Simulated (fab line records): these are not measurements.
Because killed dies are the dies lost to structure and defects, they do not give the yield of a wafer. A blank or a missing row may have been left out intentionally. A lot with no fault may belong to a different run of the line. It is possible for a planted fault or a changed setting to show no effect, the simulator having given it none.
Which tool did it? | flow sky130 | 12 lots with 34 wafers sampled at 3 steps, on a route of 708 steps

== WHAT EACH GAUGE READ, for each wafer ==
SKY_CONTACT_BOW_MEAS_05. Usual: for CONTACT_BOW the level is 81 um and the standard deviation is 6.3.
lot  | measured     | on           | CONTACT_BOW (um) | flag
L723 | day 30 00:38 | filmMetro-01 | 85 74 82         | 
L726 | day 31 01:53 | filmMetro-04 | 75 85 90         | 
L727 | day 31 11:52 | filmMetro-04 | 74 75 78         | 
L728 | day 32 04:19 | filmMetro-03 | 86 69 76         | 
L731 | day 33 04:13 | filmMetro-04 | 81 93 82         | 
L729 | day 33 07:36 | filmMetro-03 | 71 81 76         | 
L730 | day 33 10:42 | filmMetro-03 | 80 98 84         | 
L733 | day 33 23:25 | filmMetro-03 | 69 84 98         | 
L735 | day 34 14:42 | filmMetro-01 | 76 66 90         | 
L740 | day 36 01:07 | filmMetro-04 | 83 91            | 
L744 | day 37 09:30 | filmMetro-04 | 86 84            | 
L746 | day 37 13:34 | filmMetro-01 | 83 91 77         | 

SKY_METAL1_CD_MEAS_15 targets a cd of 140 nm. Usual: cdNm at 140.2 nm, with a standard deviation of 1.6.
lot  | measured     | on       | cdNm (nm)         | flag
L723 | day 32 10:47 | cdSem-02 | 139.7 140.1 139.8 | 
L726 | day 33 10:17 | cdSem-02 | 139.5 141.1 140.6 | 
L727 | day 33 20:01 | cdSem-01 | 139.2 139.5 139.2 | 
L728 | day 34 12:28 | cdSem-01 | 138.1 138.9 138.4 | 
L731 | day 35 14:23 | cdSem-01 | 139.5 140.7 141.6 | 
L729 | day 35 14:46 | cdSem-01 | 140.1 139.3 140.3 | 
L730 | day 35 18:10 | cdSem-01 | 139.7 138.7 138.1 | 
L733 | day 36 04:55 | cdSem-01 | 144.4 143.5 141.4 | 
L735 | day 36 20:54 | cdSem-02 | 139.2 139.2 140.5 | 
L740 | day 38 06:08 | cdSem-01 | 142.8 142.1       | 
L744 | day 39 13:34 | cdSem-01 | 140.4 138.5       | 
L746 | day 39 17:11 | cdSem-01 | 141.2 141.5 142.3 | 

== EACH LOT AND THE TOOL THAT RAN IT (in order: tool; ch and the chambers of the sampled wafers; start) ==
lot  | SKY_METAL1_COAT_09
L723 | lithoTrack-03 ch 0, day 31 21:11
L726 | lithoTrack-03 ch 0, day 32 21:04
L727 | lithoTrack-02 ch 0, day 33 06:43
L728 | lithoTrack-01 ch 0, day 33 22:58
L731 | lithoTrack-01 ch 0, day 34 21:47
L729 | lithoTrack-02 ch 0, day 35 00:49
L730 | lithoTrack-01 ch 0, day 35 04:49
L733 | lithoTrack-02 ch 0, day 35 16:07
L735 | lithoTrack-03 ch 0, day 36 07:49
L740 | lithoTrack-03 ch 0, day 37 16:56
L744 | lithoTrack-03 ch 0, day 39 01:23
L746 | lithoTrack-02 ch 0, day 39 04:55
- SKY_METAL1_COAT_09: resist thk 60 nm.

== AS READ BY THE TOOLS THEMSELVES (means over the sampled wafers that have a number; for cases with no such wafer, the mark the record gives instead) ==
The record holds no such reading with a usual standard deviation.

== THE ANSWER, worked out from the rows above alone ==
Rule: take the mean of a lot's wafers that have a number; if it is more than 3 standard deviations from the usual mean, the lot is off. A lot without any number at a reading at which 4 lots or more have one is off too. Any other lot the step has rows for is counted as sound. Order of review: gauges by route order, followed by the tools' own readings, for which a lot's mean as printed above is used. The first step at which some lot is off is used, and at that step the reading that is off furthest; a lot without a number counts as furthest.
Across all readings shown, no lot is off: no conclusion can be drawn from this.

== WHAT THE SIMULATOR HAD PUT IN ==
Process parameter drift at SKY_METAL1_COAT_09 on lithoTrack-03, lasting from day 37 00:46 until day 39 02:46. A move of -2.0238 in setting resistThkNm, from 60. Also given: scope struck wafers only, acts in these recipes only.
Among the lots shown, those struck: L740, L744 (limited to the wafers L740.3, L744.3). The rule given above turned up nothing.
